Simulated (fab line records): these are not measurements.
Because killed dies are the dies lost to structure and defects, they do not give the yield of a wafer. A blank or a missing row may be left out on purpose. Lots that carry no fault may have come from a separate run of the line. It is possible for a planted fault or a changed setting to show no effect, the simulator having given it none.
fab line records	flow sky130
record: lots: 12	wafers: 36	last-day: 50
route steps=708 shown FIELD_ISO@26 NWELL@68 VT_ADJUST_HVTP@89 VT_ADJUST_LVTN@118 PAD_OPEN@708
lots that met no fault: taken from a fault-free run of the same line
start-h: start of the lot's first displayed wafer, in hours after the record's first day	wait-h: hours since the lot's step before	" the same as in the row above	L1.1+2: a single row standing in for several wafers	- no value, or no start given	* or withheld: withheld	< > ~ a bound
route shown NAME@n: a module of which the file shows steps, and the number in the route of the first	usual: mean/standard deviation taken from wafers without a fault	same: alike in all rows	chamber/n: place in a boat	sites: the reading at each site	_std_site: the standard deviation of these	_edge_site: inner sites' mean taken away from outer sites' mean	radius-mm: how far each site lies from the wafer's centre	mask NAME#n: copy n	behind: the most recent tool/chamber to have shaped the wafer	hold: cause of the lot's hold/its duration in hours/its outcome	device: transistor that didn't switch, given as n, p or np	end of line: the route-end tests of the same wafers	a step given without rows: its recipe and nothing more	killed: at the first sort, the dies lost to defects and structure; wafer yield is something else	map: shows each die of a wafer: x if killed, . if not, _ if none is there
set.NAME: the setting the step ran with; set.NAME@STEP: the setting that earlier step ran with	model.NAME: the simulator's own value behind a step, which no gauge read
one table for each step of the route and one row for each wafer, over a sample of lots
services: the hour from which a tool's chamber was out of use, counted from the record's first day as start-h (under 0 if before that day), plus the number of hours and why
== steps ==
step: SKY_FIELD_ISO_THK_MEAS_25
recipe: reads: SiO2_of_FIELD_ISO_CVD_24
usual: FIELD_ISO_CVD_24_THK: 595/8
lot.wafer	tool	chamber	start-h	wait-h	FIELD_ISO_CVD_24_THK[nm]
L173.2	film-metro-02	-	46.40	0.0	590
L173.3	"	-	"	"	597
L173.4	"	-	"	"	595
L176.3	film-metro-01	-	47.96	0.1	605
L176.5	"	-	"	"	606
L176.6	"	-	"	"	590
L180.1	film-metro-03	-	68.36	0.0	594
L180.3	"	-	"	"	593
L180.6	"	-	"	"	581
L181.1	film-metro-03	-	74.30	0.0	576
L181.4	"	-	"	"	592
L181.5	"	-	"	"	583
L182.4	film-metro-02	-	79.11	0.0	591
L182.5	"	-	"	"	593
L182.6	"	-	"	"	569
L186.2	film-metro-01	-	99.58	0.1	591
L186.3	"	-	"	"	593
L186.5	"	-	"	"	589
L188.1	film-metro-01	-	111.77	0.0	590
L188.3	"	-	"	"	597
L188.4	"	-	"	"	603
L190.1	film-metro-01	-	119.91	0.0	587
L190.2	"	-	"	"	592
L190.3	"	-	"	"	591
L193.2	film-metro-01	-	136.76	0.0	592
L193.4	"	-	"	"	598
L193.6	"	-	"	"	601
L194.2	film-metro-02	-	139.45	0.0	600
L194.4	"	-	"	"	602
L194.6	"	-	"	"	592
L195.1	film-metro-01	-	146.02	0.0	601
L195.4	"	-	"	"	603
L195.5	"	-	"	"	589
L196.1	film-metro-03	-	157.38	0.0	593
L196.2	"	-	"	"	592
L196.4	"	-	"	"	585
step: SKY_NWELL_TW_MEAS_15
usual: NWELL_TW: 1812/15
lot.wafer	tool	chamber	start-h	wait-h	NWELL_TW
L173.2	film-metro-03	-	103.16	0.1	1812
L173.3	"	-	"	"	1816
L173.4	"	-	"	"	1817
L176.3	film-metro-04	-	104.59	0.1	1802
L176.5	"	-	"	"	1799
L176.6	"	-	"	"	1799
L180.1	film-metro-04	-	128.30	0.1	1789
L180.3	"	-	"	"	1795
L180.6	"	-	"	"	1792
L181.1	film-metro-04	-	134.40	0.1	1805
L181.4	"	-	"	"	1806
L181.5	"	-	"	"	1804
L182.4	film-metro-01	-	137.18	0.1	1829
L182.5	"	-	"	"	1819
L182.6	"	-	"	"	1822
L186.2	film-metro-01	-	165.42	0.1	1822
L186.3	"	-	"	"	1827
L186.5	"	-	"	"	1827
L188.1	film-metro-01	-	177.51	0.1	1831
L188.3	"	-	"	"	1833
L188.4	"	-	"	"	1830
L190.1	film-metro-04	-	185.16	0.1	1796
L190.2	"	-	"	"	1790
L190.3	"	-	"	"	1800
L193.2	film-metro-01	-	202.07	0.1	1828
L193.4	"	-	"	"	1823
L193.6	"	-	"	"	1833
L194.2	film-metro-01	-	207.52	0.1	1831
L194.4	"	-	"	"	1827
L194.6	"	-	"	"	1822
L195.1	film-metro-03	-	212.35	0.1	1813
L195.4	"	-	"	"	1822
L195.5	"	-	"	"	1822
L196.1	film-metro-04	-	227.16	0.1	1796
L196.2	"	-	"	"	1789
L196.4	"	-	"	"	1806
step: SKY_NWELL_RTA_28
recipe: temp-c: 1050	time-s: 30	idle-temp-c: 650	ramp-up-c-per-s: 150	ramp-down-c-per-s: 90	ambient: N2
usual: lamp-power-pct: 25.31/0.053	wafer_temp_C_max: 1054.9/1
lot.wafer	tool	chamber	start-h	wait-h	lamp-power-pct	wafer_temp_C_max
L173.2	rtp-anneal-02	0	120.49	0.0	25.27	1055.0
L173.3	"	0	"	"	25.32	1055.7
L173.4	"	0	"	"	25.31	1056.5
L176.3	rtp-anneal-01	0	122.66	0.0	25.26	1055.9
L176.5	"	0	"	"	25.34	1053.4
L176.6	"	0	"	"	25.38	1054.7
L180.1	rtp-anneal-01	0	148.09	0.0	25.34	1057.0
L180.3	"	0	"	"	25.33	1053.7
L180.6	"	0	"	"	25.26	1055.0
L181.1	rtp-anneal-02	0	154.53	0.0	25.27	1056.4
L181.4	"	0	"	"	25.31	1053.7
L181.5	"	0	"	"	25.21	1054.1
L182.4	rtp-anneal-02	0	157.21	0.1	25.23	1055.2
L182.5	"	0	"	"	25.29	1054.3
L182.6	"	0	"	"	25.33	1053.5
L186.2	rtp-anneal-01	0	186.43	0.0	25.32	1054.4
L186.3	"	0	"	"	25.27	1053.9
L186.5	"	0	"	"	25.38	1053.1
L188.1	rtp-anneal-01	0	198.41	0.0	25.30	1054.0
L188.3	"	0	"	"	25.27	1053.7
L188.4	"	0	"	"	25.40	1054.6
L190.1	rtp-anneal-01	0	207.02	0.0	25.34	1054.9
L190.2	"	0	"	"	25.31	1053.6
L190.3	"	0	"	"	25.28	1053.4
L193.2	rtp-anneal-01	0	224.03	0.0	25.34	1056.1
L193.4	"	0	"	"	25.31	1056.0
L193.6	"	0	"	"	25.27	1054.9
L194.2	rtp-anneal-02	0	229.13	0.0	25.31	1053.6
L194.4	"	0	"	"	25.24	1054.7
L194.6	"	0	"	"	25.30	1054.3
L195.1	rtp-anneal-01	0	234.57	0.0	25.24	1055.3
L195.4	"	0	"	"	25.27	1054.2
L195.5	"	0	"	"	25.37	1056.3
L196.1	rtp-anneal-01	0	250.37	0.0	25.33	1056.3
L196.2	"	0	"	"	25.30	1054.7
L196.4	"	0	"	"	25.28	1055.6
step: SKY_VT_ADJUST_HVTP_EXPOSE_04
recipe: mask-id: HVTPM	na: 0.6	source-shape: conventional	sigma-outer: 0.6	polarization: unpolarized	target-cd-nm: 380	dose-mj: 140
same: sigma-outer: 0.6
lot.wafer	tool	chamber	start-h	wait-h	mask
L173.2+3+4	iline-stepper-02	0	130.27	-	HVTPM#0
L176.3+5+6	iline-stepper-02	0	132.91	-	HVTPM#0
L180.1+3+6	iline-stepper-02	0	158.43	-	HVTPM#0
L181.1+4+5	iline-stepper-01	0	164.55	-	HVTPM#0
L182.4+5+6	iline-stepper-01	0	167.29	-	HVTPM#0
L186.2+3+5	iline-stepper-02	0	197.77	-	HVTPM#0
L188.1+3+4	iline-stepper-02	0	209.72	-	HVTPM#0
L190.1+2+3	iline-stepper-01	0	218.54	-	HVN_STD_DERIVED#0
L193.2+4+6	iline-stepper-02	0	235.32	-	HVTPM#0
L194.2+4+6	iline-stepper-01	0	241.92	-	HVTPM#0
L195.1+4+5	iline-stepper-01	0	246.30	-	HVTPM#0
L196.1+2+4	iline-stepper-01	0	262.98	-	HVTPM#0
step: SKY_VT_ADJUST_HVTP_CD_MEAS_07
recipe: target-cd-nm: 380
usual: cd-nm: 379.8/2.4
lot.wafer	tool	chamber	start-h	wait-h	cd-nm
L173.2	cd-sem-01	-	139.29	0.1	378.0
L173.3	"	-	"	"	378.7
L173.4	"	-	"	"	380.4
L176.3	cd-sem-01	-	142.03	0.2	376.8
L176.5	"	-	"	"	378.8
L176.6	"	-	"	"	377.7
L180.1	cd-sem-01	-	168.35	0.1	381.8
L180.3	"	-	"	"	381.1
L180.6	"	-	"	"	382.2
L181.1	cd-sem-01	-	175.43	0.1	379.4
L181.4	"	-	"	"	382.5
L181.5	"	-	"	"	379.7
L182.4	cd-sem-02	-	177.28	0.1	382.5
L182.5	"	-	"	"	381.0
L182.6	"	-	"	"	382.5
L186.2	cd-sem-01	-	208.00	0.1	379.3
L186.3	"	-	"	"	375.9
L186.5	"	-	"	"	375.9
L188.1	cd-sem-01	-	220.78	0.1	383.9
L188.3	"	-	"	"	383.4
L188.4	"	-	"	"	384.8
L190.1	cd-sem-02	-	228.77	0.1	-
L190.2	"	-	"	"	-
L190.3	"	-	"	"	-
L193.2	cd-sem-01	-	246.62	0.1	378.8
L193.4	"	-	"	"	379.0
L193.6	"	-	"	"	379.4
L194.2	cd-sem-02	-	252.79	0.1	380.7
L194.4	"	-	"	"	381.0
L194.6	"	-	"	"	378.3
L195.1	cd-sem-01	-	257.38	0.1	379.5
L195.4	"	-	"	"	379.8
L195.5	"	-	"	"	377.7
L196.1	cd-sem-01	-	274.22	0.1	383.4
L196.2	"	-	"	"	383.4
L196.4	"	-	"	"	382.5
step: SKY_VT_ADJUST_HVTP_TW_MEAS_11
usual: VT_ADJUST_HVTP_TW: 1356/8
lot.wafer	tool	chamber	start-h	wait-h	VT_ADJUST_HVTP_TW
L173.2	film-metro-04	-	139.89	0.1	1353
L173.3	"	-	"	"	1352
L173.4	"	-	"	"	1356
L176.3	film-metro-03	-	142.42	0.1	1354
L176.5	"	-	"	"	1361
L176.6	"	-	"	"	1355
L180.1	film-metro-04	-	168.75	0.1	1344
L180.3	"	-	"	"	1349
L180.6	"	-	"	"	1338
L181.1	film-metro-04	-	175.83	0.1	1353
L181.4	"	-	"	"	1343
L181.5	"	-	"	"	1342
L182.4	film-metro-03	-	177.66	0.1	1371
L182.5	"	-	"	"	1377
L182.6	"	-	"	"	1366
L186.2	film-metro-03	-	208.39	0.1	1377
L186.3	"	-	"	"	1360
L186.5	"	-	"	"	1360
L188.1	film-metro-02	-	221.18	0.1	1352
L188.3	"	-	"	"	1350
L188.4	"	-	"	"	1358
L190.1	film-metro-04	-	229.18	0.1	30
L190.2	"	-	"	"	30
L190.3	"	-	"	"	30
L193.2	film-metro-02	-	247.01	0.1	1359
L193.4	"	-	"	"	1357
L193.6	"	-	"	"	1354
L194.2	film-metro-03	-	253.19	0.1	1351
L194.4	"	-	"	"	1355
L194.6	"	-	"	"	1353
L195.1	film-metro-03	-	257.78	0.1	1355
L195.4	"	-	"	"	1357
L195.5	"	-	"	"	1358
L196.1	film-metro-02	-	274.63	0.1	1349
L196.2	"	-	"	"	1348
L196.4	"	-	"	"	1344
step: SKY_VT_ADJUST_LVTN_TW_MEAS_21
usual: VT_ADJUST_LVTN_2_TW: 188.4/1.4
lot.wafer	tool	chamber	start-h	wait-h	VT_ADJUST_LVTN_2_TW
L173.2	film-metro-04	-	179.69	0.1	187.0
L173.3	"	-	"	"	186.5
L173.4	"	-	"	"	187.1
L176.3	film-metro-01	-	183.12	0.1	190.5
L176.5	"	-	"	"	189.9
L176.6	"	-	"	"	190.4
L180.1	film-metro-01	-	211.63	0.1	190.8
L180.3	"	-	"	"	190.5
L180.6	"	-	"	"	190.3
L181.1	film-metro-04	-	219.23	0.1	185.8
L181.4	"	-	"	"	186.1
L181.5	"	-	"	"	186.1
L182.4	film-metro-02	-	220.79	0.1	188.4
L182.5	"	-	"	"	188.1
L182.6	"	-	"	"	188.8
L186.2	film-metro-04	-	253.14	0.1	187.5
L186.3	"	-	"	"	186.6
L186.5	"	-	"	"	186.9
L188.1	film-metro-02	-	267.65	0.1	188.2
L188.3	"	-	"	"	187.2
L188.4	"	-	"	"	187.3
L190.1	film-metro-04	-	276.10	0.1	1354.8
L190.2	"	-	"	"	1349.3
L190.3	"	-	"	"	1350.6
L193.2	film-metro-04	-	296.34	0.1	188.8
L193.4	"	-	"	"	188.4
L193.6	"	-	"	"	188.7
L194.2	film-metro-01	-	302.72	0.1	189.7
L194.4	"	-	"	"	189.0
L194.6	"	-	"	"	189.0
L195.1	film-metro-04	-	307.43	0.1	188.3
L195.4	"	-	"	"	187.7
L195.5	"	-	"	"	188.2
L196.1	film-metro-01	-	324.93	0.1	189.2
L196.2	"	-	"	"	189.5
L196.4	"	-	"	"	189.4
step: SKY_PAD_OPEN_PROBE_99
usual: killed_at_M0_to_M3: 44/6.9	killed_at_M4_up: 3.3/2	killed-at-contacts: 25/5.4	killed-at-front-end: 16/4.6	killed-at-other: 0.2/0.51	killed-dies: 88/8.9	killed-on-rim: 17/3.6	killed-open: 48/6.8	killed-short: 39/5.8
same: gross-dies: 492	killed-at-back-side: 0
lot.wafer	tool	chamber	start-h	wait-h	killed_at_M0_to_M3	killed_at_M4_up	killed-at-contacts	killed-at-front-end	killed-at-other	killed-dies	killed-on-rim	killed-open	killed-short
L173.2	prober-02	-	1094.76	0.1	39	4	19	19	0	81	19	44	36
L173.3	prober-02	-	1094.81	0.2	39	4	24	10	0	77	13	46	31
L173.4	prober-02	-	1094.86	0.2	40	6	28	23	0	97	21	62	35
L176.3	prober-01	-	1096.06	0.2	34	3	27	18	0	82	10	37	45
L176.5	prober-01	-	1096.16	0.2	36	7	25	11	0	79	15	37	41
L176.6	prober-01	-	1096.21	0.2	46	3	25	21	0	95	19	50	45
L180.1	prober-01	-	1122.17	0.1	44	1	30	23	0	98	16	55	42
L180.3	prober-01	-	1122.27	0.2	34	3	21	10	0	68	13	33	33
L180.6	prober-01	-	1122.42	0.2	34	3	24	20	0	81	11	40	41
L181.1	prober-02	-	1132.42	0.1	47	1	15	14	0	77	17	41	36
L181.4	prober-02	-	1132.57	0.2	47	2	37	14	0	100	17	62	38
L181.5	prober-02	-	1132.62	0.2	48	2	29	12	0	91	18	53	38
L182.4	prober-01	-	1135.76	0.2	36	2	26	23	0	87	16	47	40
L182.5	prober-01	-	1135.81	0.2	53	4	25	16	0	98	18	60	38
L182.6	prober-01	-	1135.86	0.2	63	6	18	16	1	104	19	50	53
L186.2	prober-01	-	1153.68	0.1	29	3	20	21	0	73	10	44	29
L186.3	prober-01	-	1153.73	0.2	51	2	23	10	0	86	15	56	30
L186.5	prober-01	-	1153.83	0.2	49	7	23	12	0	91	20	49	39
L188.1	prober-01	-	1163.39	0.1	43	3	24	23	0	93	17	49	44
L188.3	prober-01	-	1163.49	0.2	46	3	20	22	1	92	22	44	48
L188.4	prober-01	-	1163.54	0.2	40	1	12	16	0	69	15	35	34
L193.2	prober-01	-	1196.83	0.1	43	2	28	13	0	86	14	46	40
L193.4	prober-01	-	1196.93	0.2	44	5	23	14	0	86	16	55	31
L193.6	prober-01	-	1197.03	0.2	35	1	29	17	1	83	16	42	41
L190.1	prober-02	-	1198.28	0.1	33	1	23	435	0	492	96	45	30
L190.2	prober-02	-	1198.33	0.1	42	5	14	431	0	492	96	41	38
L190.3	prober-02	-	1198.38	0.2	43	3	22	424	0	492	96	43	42
L194.2	prober-01	-	1198.33	0.1	39	4	31	13	1	88	16	48	40
L194.4	prober-01	-	1198.43	0.2	50	4	20	10	0	84	18	52	31
L194.6	prober-01	-	1198.53	0.2	49	3	19	17	1	89	18	51	37
L195.1	prober-01	-	1199.79	0.1	39	5	25	14	0	83	18	55	28
L195.4	prober-01	-	1199.94	0.2	35	3	22	13	1	74	17	36	38
L195.5	prober-01	-	1199.99	0.2	46	7	26	6	0	85	20	50	35
L196.1	prober-02	-	1201.21	0.1	50	0	35	8	0	93	18	52	41
L196.2	prober-02	-	1201.26	0.1	57	2	40	25	0	124	28	74	50
L196.4	prober-02	-	1201.36	0.2	45	2	29	10	0	86	18	50	36
killed by level:class
L173.2 VIA1:geometric-particle:open=15 LI_CONTACT:geometric-particle:open=8 POLY_GATE:geometric-particle:short=6 SPACER:geometric-particle:open=5 VIA3:geometric-particle:open=5 CONTACT:geometric-particle:short=4 METAL2:geometric-particle:short=4 FIELD_ISO:geometric-particle:short=3
L173.3 VIA1:geometric-particle:open=10 LI_CONTACT:geometric-particle:open=8 CONTACT:geometric-particle:open=7 VIA2:geometric-particle:open=4 VIA1:geometric-particle:short=4 METAL2:geometric-particle:short=4 VIA3:geometric-particle:open=4 POLY_GATE:geometric-particle:open=3
L173.4 LI_CONTACT:geometric-particle:open=11 VIA1:geometric-particle:open=10 CONTACT:geometric-particle:open=8 FIELD_ISO:geometric-particle:open=7 FIELD_ISO:geometric-particle:short=7 VIA3:geometric-particle:open=7 VIA2:geometric-particle:open=6 VIA1:geometric-particle:short=5
L176.3 CONTACT:geometric-particle:short=9 CONTACT:geometric-particle:open=6 POLY_GATE:geometric-particle:short=5 POLY_GATE:geometric-particle:open=5 LOCAL_INTERCONNECT:geometric-particle:short=5 VIA1:geometric-particle:open=5 LI_CONTACT:geometric-particle:open=4 VIA1:geometric-particle:short=4
L176.5 LOCAL_INTERCONNECT:geometric-particle:short=8 CONTACT:geometric-particle:open=7 VIA1:geometric-particle:open=7 VIA2:geometric-particle:short=6 LI_CONTACT:geometric-particle:open=5 VIA2:geometric-particle:open=5 METAL2:geometric-particle:short=5 VIA3:geometric-particle:short=5
L176.6 VIA1:geometric-particle:open=10 CONTACT:geometric-particle:open=9 LOCAL_INTERCONNECT:geometric-particle:short=7 METAL1:geometric-particle:short=7 POLY_GATE:geometric-particle:open=6 LI_CONTACT:geometric-particle:open=6 VIA2:geometric-particle:open=6 FIELD_ISO:geometric-particle:open=5
L180.1 LI_CONTACT:geometric-particle:open=10 CONTACT:geometric-particle:open=9 VIA1:geometric-particle:open=9 METAL1:geometric-particle:short=8 FIELD_ISO:geometric-particle:open=5 VIA3:geometric-particle:short=5 FIELD_ISO:geometric-particle:short=4 METAL2:geometric-particle:short=4
L180.3 VIA2:geometric-particle:open=8 LOCAL_INTERCONNECT:geometric-particle:short=6 METAL2:geometric-particle:short=6 VIA1:geometric-particle:open=5 LI_CONTACT:geometric-particle:open=5 CONTACT:geometric-particle:open=5 POLY_GATE:geometric-particle:short=4 FIELD_ISO:geometric-particle:open=3
L180.6 CONTACT:geometric-particle:open=8 METAL1:geometric-particle:short=7 VIA3:geometric-particle:open=7 FIELD_ISO:geometric-particle:short=6 CONTACT:geometric-particle:short=6 VIA2:geometric-particle:open=5 LI_CONTACT:geometric-particle:open=4 VIA1:geometric-particle:short=4
L181.1 VIA1:geometric-particle:open=10 VIA2:geometric-particle:open=9 VIA3:geometric-particle:open=8 METAL1:geometric-particle:short=8 LOCAL_INTERCONNECT:geometric-particle:short=6 METAL2:geometric-particle:short=5 POLY_GATE:geometric-particle:open=4 SPACER:geometric-particle:short=3
L181.4 LI_CONTACT:geometric-particle:open=13 CONTACT:geometric-particle:open=12 VIA1:geometric-particle:open=12 VIA3:geometric-particle:open=8 CONTACT:geometric-particle:short=7 VIA2:geometric-particle:open=7 FIELD_ISO:geometric-particle:short=6 METAL2:geometric-particle:short=5
L181.5 CONTACT:geometric-particle:open=12 VIA1:geometric-particle:open=10 VIA2:geometric-particle:short=8 LI_CONTACT:geometric-particle:open=8 VIA3:geometric-particle:open=8 LOCAL_INTERCONNECT:geometric-particle:short=5 METAL1:geometric-particle:short=5 METAL2:geometric-particle:short=4
L182.4 LI_CONTACT:geometric-particle:open=12 FIELD_ISO:geometric-particle:open=10 CONTACT:geometric-particle:open=7 METAL1:geometric-particle:short=6 VIA3:geometric-particle:short=6 METAL2:geometric-particle:short=5 FIELD_ISO:geometric-particle:short=4 VIA1:geometric-particle:short=4
L182.5 VIA1:geometric-particle:open=14 LI_CONTACT:geometric-particle:open=11 VIA2:geometric-particle:open=10 CONTACT:geometric-particle:open=9 FIELD_ISO:geometric-particle:short=7 METAL2:geometric-particle:short=5 VIA1:geometric-particle:short=5 FIELD_ISO:geometric-particle:open=4
L182.6 VIA1:geometric-particle:open=13 VIA2:geometric-particle:open=12 VIA1:geometric-particle:short=8 METAL1:geometric-particle:short=7 METAL2:geometric-particle:short=6 POLY_GATE:geometric-particle:short=5 CONTACT:geometric-particle:open=5 VIA3:geometric-particle:short=5
L186.2 LI_CONTACT:geometric-particle:open=9 VIA1:geometric-particle:open=9 CONTACT:geometric-particle:open=9 POLY_GATE:geometric-particle:short=8 FIELD_ISO:geometric-particle:short=5 METAL1:geometric-particle:short=5 VIA2:geometric-particle:open=5 POLY_GATE:geometric-particle:open=4
L186.3 VIA1:geometric-particle:open=11 METAL1:geometric-particle:short=9 VIA2:geometric-particle:open=9 LI_CONTACT:geometric-particle:open=8 CONTACT:geometric-particle:open=8 VIA1:geometric-particle:short=7 FIELD_ISO:geometric-particle:open=4 CONTACT:geometric-particle:short=4
L186.5 VIA1:geometric-particle:open=16 LI_CONTACT:geometric-particle:open=8 POLY_GATE:geometric-particle:short=7 VIA3:geometric-particle:open=7 VIA2:geometric-particle:open=6 LOCAL_INTERCONNECT:geometric-particle:short=5 VIA1:geometric-particle:short=5 METAL3:geometric-particle:short=5
L188.1 VIA1:geometric-particle:open=12 POLY_GATE:geometric-particle:short=10 VIA3:geometric-particle:open=8 CONTACT:geometric-particle:open=7 VIA2:geometric-particle:open=7 LI_CONTACT:geometric-particle:open=6 FIELD_ISO:geometric-particle:open=5 LI_CONTACT:geometric-particle:short=5
L188.3 VIA1:geometric-particle:open=11 POLY_GATE:geometric-particle:short=10 VIA2:geometric-particle:open=10 CONTACT:geometric-particle:short=6 CONTACT:geometric-particle:open=5 METAL2:geometric-particle:short=5 LOCAL_INTERCONNECT:geometric-particle:short=4 VIA2:geometric-particle:short=4
L188.4 VIA1:geometric-particle:open=11 METAL2:geometric-particle:short=6 FIELD_ISO:geometric-particle:short=5 CONTACT:geometric-particle:open=5 METAL1:geometric-particle:short=5 FIELD_ISO:geometric-particle:open=4 LI_CONTACT:geometric-particle:open=4 VIA1:geometric-particle:short=4
L193.2 VIA1:geometric-particle:open=8 LI_CONTACT:geometric-particle:open=7 VIA2:geometric-particle:open=7 METAL1:geometric-particle:short=6 LI_CONTACT:geometric-particle:short=5 CONTACT:geometric-particle:open=5 VIA3:geometric-particle:open=4 LOCAL_INTERCONNECT:geometric-particle:short=4
L193.4 VIA1:geometric-particle:open=13 CONTACT:geometric-particle:open=10 VIA3:geometric-particle:open=7 METAL2:geometric-particle:short=6 VIA2:geometric-particle:open=6 LI_CONTACT:geometric-particle:open=5 METAL1:geometric-particle:short=5 FIELD_ISO:geometric-particle:short=3
L193.6 CONTACT:geometric-particle:open=10 VIA1:geometric-particle:open=9 LOCAL_INTERCONNECT:geometric-particle:short=6 LI_CONTACT:geometric-particle:open=6 VIA2:geometric-particle:open=5 METAL2:geometric-particle:short=5 FIELD_ISO:geometric-particle:open=4 POLY_GATE:geometric-particle:short=4
L190.1 VT_ADJUST_HVTP:area-expose=417 LI_CONTACT:geometric-particle:open=9 VIA1:geometric-particle:open=7 FIELD_ISO:geometric-particle:open=6 POLY_GATE:geometric-particle:short=6 VIA3:geometric-particle:open=6 CONTACT:geometric-particle:open=6 METAL1:geometric-particle:short=4
L190.2 VT_ADJUST_HVTP:area-expose=413 VIA1:geometric-particle:open=10 VIA3:geometric-particle:open=9 POLY_GATE:geometric-particle:short=5 LI_CONTACT:geometric-particle:open=5 METAL1:geometric-particle:short=5 METAL2:geometric-particle:short=5 FIELD_ISO:geometric-particle:short=4
L194.2 VIA1:geometric-particle:open=11 LOCAL_INTERCONNECT:geometric-particle:short=8 CONTACT:geometric-particle:open=7 FIELD_ISO:geometric-particle:open=6 VIA2:geometric-particle:open=6 VIA1:geometric-particle:short=6 CONTACT:geometric-particle:short=6 METAL2:geometric-particle:short=5
L190.3 VT_ADJUST_HVTP:area-expose=407 LI_CONTACT:geometric-particle:open=8 VIA2:geometric-particle:short=8 CONTACT:geometric-particle:open=7 VIA1:geometric-particle:short=6 VIA1:geometric-particle:open=6 METAL1:geometric-particle:open=5 METAL1:geometric-particle:short=5
L194.4 VIA1:geometric-particle:open=14 CONTACT:geometric-particle:open=7 VIA2:geometric-particle:open=7 VIA3:geometric-particle:open=7 CONTACT:geometric-particle:short=6 LI_CONTACT:geometric-particle:open=4 METAL3:geometric-particle:open=4 METAL1:geometric-particle:short=4
L194.6 VIA3:geometric-particle:open=12 VIA1:geometric-particle:open=11 FIELD_ISO:geometric-particle:short=8 LI_CONTACT:geometric-particle:open=6 CONTACT:geometric-particle:open=6 VIA2:geometric-particle:open=6 VIA1:geometric-particle:short=5 VIA3:geometric-particle:short=5
L195.1 CONTACT:geometric-particle:open=9 VIA1:geometric-particle:open=8 VIA3:geometric-particle:open=8 LI_CONTACT:geometric-particle:open=7 VIA2:geometric-particle:open=7 FIELD_ISO:geometric-particle:open=5 POLY_GATE:geometric-particle:open=5 VIA1:geometric-particle:short=5
L195.4 VIA1:geometric-particle:open=7 VIA2:geometric-particle:open=6 LOCAL_INTERCONNECT:geometric-particle:short=6 LI_CONTACT:geometric-particle:open=5 SPACER:geometric-particle:short=5 SPACER:geometric-particle:open=5 LI_CONTACT:geometric-particle:short=5 METAL2:geometric-particle:short=5
L195.5 CONTACT:geometric-particle:open=13 VIA1:geometric-particle:open=10 LI_CONTACT:geometric-particle:open=8 VIA3:geometric-particle:open=7 METAL2:geometric-particle:short=6 METAL4:geometric-particle:short=5 VIA1:geometric-particle:short=5 POLY_GATE:geometric-particle:short=4
L196.1 CONTACT:geometric-particle:open=19 VIA1:geometric-particle:open=10 CONTACT:geometric-particle:short=9 VIA3:geometric-particle:open=8 VIA2:geometric-particle:short=6 VIA2:geometric-particle:open=6 METAL2:geometric-particle:short=5 METAL3:geometric-particle:short=5
L196.2 CONTACT:geometric-particle:open=19 VIA1:geometric-particle:open=15 POLY_GATE:geometric-particle:short=12 METAL2:geometric-particle:short=10 LI_CONTACT:geometric-particle:open=9 VIA3:geometric-particle:open=8 VIA2:geometric-particle:open=6 LOCAL_INTERCONNECT:geometric-particle:short=5
L196.4 CONTACT:geometric-particle:open=10 VIA1:geometric-particle:open=10 LI_CONTACT:geometric-particle:open=9 VIA2:geometric-particle:open=8 METAL1:geometric-particle:short=6 CONTACT:geometric-particle:short=6 VIA3:geometric-particle:open=5 METAL2:geometric-particle:short=5
== services ==
tool	chamber	start-h	hours	kind
iline-stepper-02	-	123.80	4.7	repair
iline-stepper-01	-	132.03	1.7	pm
iline-stepper-01	-	169.54	4.6	repair
iline-stepper-02	-	184.69	1.7	pm
iline-stepper-02	-	222.53	2.1	pm
iline-stepper-02	-	224.62	-	consumable-replace:lamp
iline-stepper-02	0	260.03	-	calibration
iline-stepper-01	0	260.63	-	calibration
== key ==
first-sign: step: SKY_VT_ADJUST_HVTP_EXPOSE_04	reading: mask	direction: changed
effect: step: SKY_VT_ADJUST_HVTP_CD_MEAS_07	reading: cd-nm	direction: missing
effect: step: SKY_VT_ADJUST_HVTP_TW_MEAS_11	reading: VT_ADJUST_HVTP_TW	direction: down	sigmas: 99+	usual: 1356	struck: 30
effect: step: SKY_VT_ADJUST_LVTN_TW_MEAS_21	reading: VT_ADJUST_LVTN_2_TW	direction: up	sigmas: 99+	usual: 188.4	struck: 1351.6
effect: step: SKY_PAD_OPEN_PROBE_99	reading: killed-at-front-end	direction: up	sigmas: 90	usual: 16	struck: 430
more-kills-born-at: SKY_VT_ADJUST_HVTP_EXPOSE_04@iline-stepper-01: 1237
met-at SKY_VT_ADJUST_HVTP_EXPOSE_04
struck-lots L190
tester-left-out L190
not-acting-at SKY_FIELD_ISO_THK_MEAS_25,SKY_NWELL_TW_MEAS_15,SKY_NWELL_RTA_28
onset-between 167.29 218.54
fault: kind: wrong-mask	tool: any	chamber: -	onset-h: 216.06	steps: SKY_VT_ADJUST_HVTP_EXPOSE_04	aux-copy: HVN_STD_DERIVED#0	scope: struck-lots-only
tester-left-out: of these lots the tester's yield and bins aren't shown, on N5 and GAA mostly nor the transistor test; their killed dies are dies lost to structure and defects alone, not to doping, threshold or leakage, so they don't give the yield
